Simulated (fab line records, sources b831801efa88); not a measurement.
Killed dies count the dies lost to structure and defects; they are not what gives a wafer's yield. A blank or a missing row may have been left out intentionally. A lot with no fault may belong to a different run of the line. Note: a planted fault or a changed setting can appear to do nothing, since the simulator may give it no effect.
Lot-split experiment :: flow sfq_line :: route with 325 steps; 5 lots, 23 wafers read

ON THE SPLIT
At SFQ_TRILAYER_M8_DEP_EVAP_197 (material Ti, target thk 20 nm, time 100 s), the setting time_s was moved away from the recipe's 100 s on 5 of the 23 wafers read, by +8.2% to +14.4%. All remaining wafers had this setting at the recipe value.

The reading comes from the split's own step.

THE READING
Ti_of_TRILAYER_M8_DEP_EVAP_197.thk_nm (the simulator's own value, which no gauge read), in nm, at SFQ_TRILAYER_M8_DEP_EVAP_197 (material Ti, target thk 20 nm, time 100 s). There is no usual value for it anywhere in the file. Average 19.87 nm, standard deviation 0.24 nm, over the 18 wafers here run with the recipe.

wafer: L075.1
tool, chamber at the split: pvd_sputter-02, -
time_s as run, s: 100
against the recipe: recipe
Ti_of_TRILAYER_M8_DEP_EVAP_197.thk_nm, nm: 20.25
against lot-mates on the recipe: -

wafer: L075.3
tool, chamber at the split: pvd_sputter-02, -
time_s as run, s: 100
against the recipe: recipe
Ti_of_TRILAYER_M8_DEP_EVAP_197.thk_nm, nm: 19.96
against lot-mates on the recipe: -

wafer: L075.4
tool, chamber at the split: pvd_sputter-02, -
time_s as run, s: 100
against the recipe: recipe
Ti_of_TRILAYER_M8_DEP_EVAP_197.thk_nm, nm: 20.04
against lot-mates on the recipe: -

wafer: L075.5
tool, chamber at the split: pvd_sputter-02, -
time_s as run, s: 100
against the recipe: recipe
Ti_of_TRILAYER_M8_DEP_EVAP_197.thk_nm, nm: 20.11
against lot-mates on the recipe: -

wafer: L075.6
tool, chamber at the split: pvd_sputter-02, -
time_s as run, s: 100
against the recipe: recipe
Ti_of_TRILAYER_M8_DEP_EVAP_197.thk_nm, nm: 19.91
against lot-mates on the recipe: -

wafer: L076.1
tool, chamber at the split: pvd_sputter-01, -
time_s as run, s: 100
against the recipe: recipe
Ti_of_TRILAYER_M8_DEP_EVAP_197.thk_nm, nm: 19.25
against lot-mates on the recipe: -

wafer: L076.2
tool, chamber at the split: pvd_sputter-01, -
time_s as run, s: 100
against the recipe: recipe
Ti_of_TRILAYER_M8_DEP_EVAP_197.thk_nm, nm: 19.49
against lot-mates on the recipe: -

wafer: L076.3
tool, chamber at the split: pvd_sputter-01, -
time_s as run, s: 100
against the recipe: recipe
Ti_of_TRILAYER_M8_DEP_EVAP_197.thk_nm, nm: 20
against lot-mates on the recipe: -

wafer: L076.5
tool, chamber at the split: pvd_sputter-01, -
time_s as run, s: 114.4
against the recipe: +14.4%
Ti_of_TRILAYER_M8_DEP_EVAP_197.thk_nm, nm: 22.34
against lot-mates on the recipe: +2.76

wafer: L076.6
tool, chamber at the split: pvd_sputter-01, -
time_s as run, s: 114.4
against the recipe: +14.4%
Ti_of_TRILAYER_M8_DEP_EVAP_197.thk_nm, nm: 22.97
against lot-mates on the recipe: +3.39

wafer: L077.1
tool, chamber at the split: pvd_sputter-02, -
time_s as run, s: 100
against the recipe: recipe
Ti_of_TRILAYER_M8_DEP_EVAP_197.thk_nm, nm: 19.69
against lot-mates on the recipe: -

wafer: L077.2
tool, chamber at the split: pvd_sputter-02, -
time_s as run, s: 100
against the recipe: recipe
Ti_of_TRILAYER_M8_DEP_EVAP_197.thk_nm, nm: 19.88
against lot-mates on the recipe: -

wafer: L077.3
tool, chamber at the split: pvd_sputter-02, -
time_s as run, s: 108.2
against the recipe: +8.2%
Ti_of_TRILAYER_M8_DEP_EVAP_197.thk_nm, nm: 21.62
against lot-mates on the recipe: +1.84

wafer: L077.4
tool, chamber at the split: pvd_sputter-02, -
time_s as run, s: 108.2
against the recipe: +8.2%
Ti_of_TRILAYER_M8_DEP_EVAP_197.thk_nm, nm: 21.22
against lot-mates on the recipe: +1.43

wafer: L077.6
tool, chamber at the split: pvd_sputter-02, -
time_s as run, s: 108.2
against the recipe: +8.2%
Ti_of_TRILAYER_M8_DEP_EVAP_197.thk_nm, nm: 21.42
against lot-mates on the recipe: +1.64

wafer: L080.1
tool, chamber at the split: pvd_sputter-02, -
time_s as run, s: 100
against the recipe: recipe
Ti_of_TRILAYER_M8_DEP_EVAP_197.thk_nm, nm: 19.97
against lot-mates on the recipe: -

wafer: L080.2
tool, chamber at the split: pvd_sputter-02, -
time_s as run, s: 100
against the recipe: recipe
Ti_of_TRILAYER_M8_DEP_EVAP_197.thk_nm, nm: 20.16
against lot-mates on the recipe: -

wafer: L080.3
tool, chamber at the split: pvd_sputter-02, -
time_s as run, s: 100
against the recipe: recipe
Ti_of_TRILAYER_M8_DEP_EVAP_197.thk_nm, nm: 19.57
against lot-mates on the recipe: -

wafer: L080.5
tool, chamber at the split: pvd_sputter-02, -
time_s as run, s: 100
against the recipe: recipe
Ti_of_TRILAYER_M8_DEP_EVAP_197.thk_nm, nm: 19.73
against lot-mates on the recipe: -

wafer: L080.6
tool, chamber at the split: pvd_sputter-02, -
time_s as run, s: 100
against the recipe: recipe
Ti_of_TRILAYER_M8_DEP_EVAP_197.thk_nm, nm: 19.88
against lot-mates on the recipe: -

wafer: L082.3
tool, chamber at the split: pvd_sputter-02, -
time_s as run, s: 100
against the recipe: recipe
Ti_of_TRILAYER_M8_DEP_EVAP_197.thk_nm, nm: 19.92
against lot-mates on the recipe: -

wafer: L082.5
tool, chamber at the split: pvd_sputter-02, -
time_s as run, s: 100
against the recipe: recipe
Ti_of_TRILAYER_M8_DEP_EVAP_197.thk_nm, nm: 20.01
against lot-mates on the recipe: -

wafer: L082.6
tool, chamber at the split: pvd_sputter-02, -
time_s as run, s: 100
against the recipe: recipe
Ti_of_TRILAYER_M8_DEP_EVAP_197.thk_nm, nm: 19.83
against lot-mates on the recipe: -

FIT RESULTS
A straight line over all 23 wafers: Ti_of_TRILAYER_M8_DEP_EVAP_197.thk_nm changes by +0.192 nm for each +1% of time_s; r = +0.97; the points scatter about the line by 0.25 nm.
The same after taking each lot's own level away (the mean of its wafers on the recipe; 23 wafers): +0.209 nm for each +1%; r = +0.98; scatter 0.21 nm.
That fit puts the effect of the largest move of time_s on the reading at 3 nm.
The span of the lots' own levels, 19.580 to 20.054 nm, comes to 2.0 times the standard deviation stated above.
The two slopes agree, so the slope changes little with the lot-to-lot level.
Check: +3.14 nm against its lot-mates is what the line predicts for one of the wafers moved furthest among these (+14.4%) when that wafer is left out of the fit. Against them it came out at +2.76 nm.

ADDITIONAL SPLITS CARRIED BY THESE WAFERS
Note: prior to the reading, these wafers also went through further splits. Each is held against what the fit with the lots' levels taken away leaves over:
other split on the same wafers: SFQ_TRILAYER_I6_VIA_LITHO_COAT_174 spin_rpm
wafers away from the commonest value: 9
r with Ti_of_TRILAYER_M8_DEP_EVAP_197.thk_nm (lot level and that fit taken away): +0.37

other split on the same wafers: SFQ_TRILAYER_I6_VIA_LITHO_PEB_172 peb_temp_c
wafers away from the commonest value: 9
r with Ti_of_TRILAYER_M8_DEP_EVAP_197.thk_nm (lot level and that fit taken away): -0.23

other split on the same wafers: SFQ_TRILAYER_M7_LITHO_COAT_182 spin_rpm
wafers away from the commonest value: 8
r with Ti_of_TRILAYER_M8_DEP_EVAP_197.thk_nm (lot level and that fit taken away): +0.07

other split on the same wafers: SFQ_TRILAYER_I7_DEP_PECVD_183 time_s
wafers away from the commonest value: 9
r with Ti_of_TRILAYER_M8_DEP_EVAP_197.thk_nm (lot level and that fit taken away): -0.14

other split on the same wafers: SFQ_TRILAYER_I7_VIA_LITHO_PEB_190 peb_time_s
wafers away from the commonest value: 7
r with Ti_of_TRILAYER_M8_DEP_EVAP_197.thk_nm (lot level and that fit taken away): +0.15

THE FILE'S OWN FIT
Ti_of_TRILAYER_M8_DEP_EVAP_197.thk_nm changes by +0.21 nm for each +1% of time_s, r = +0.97.
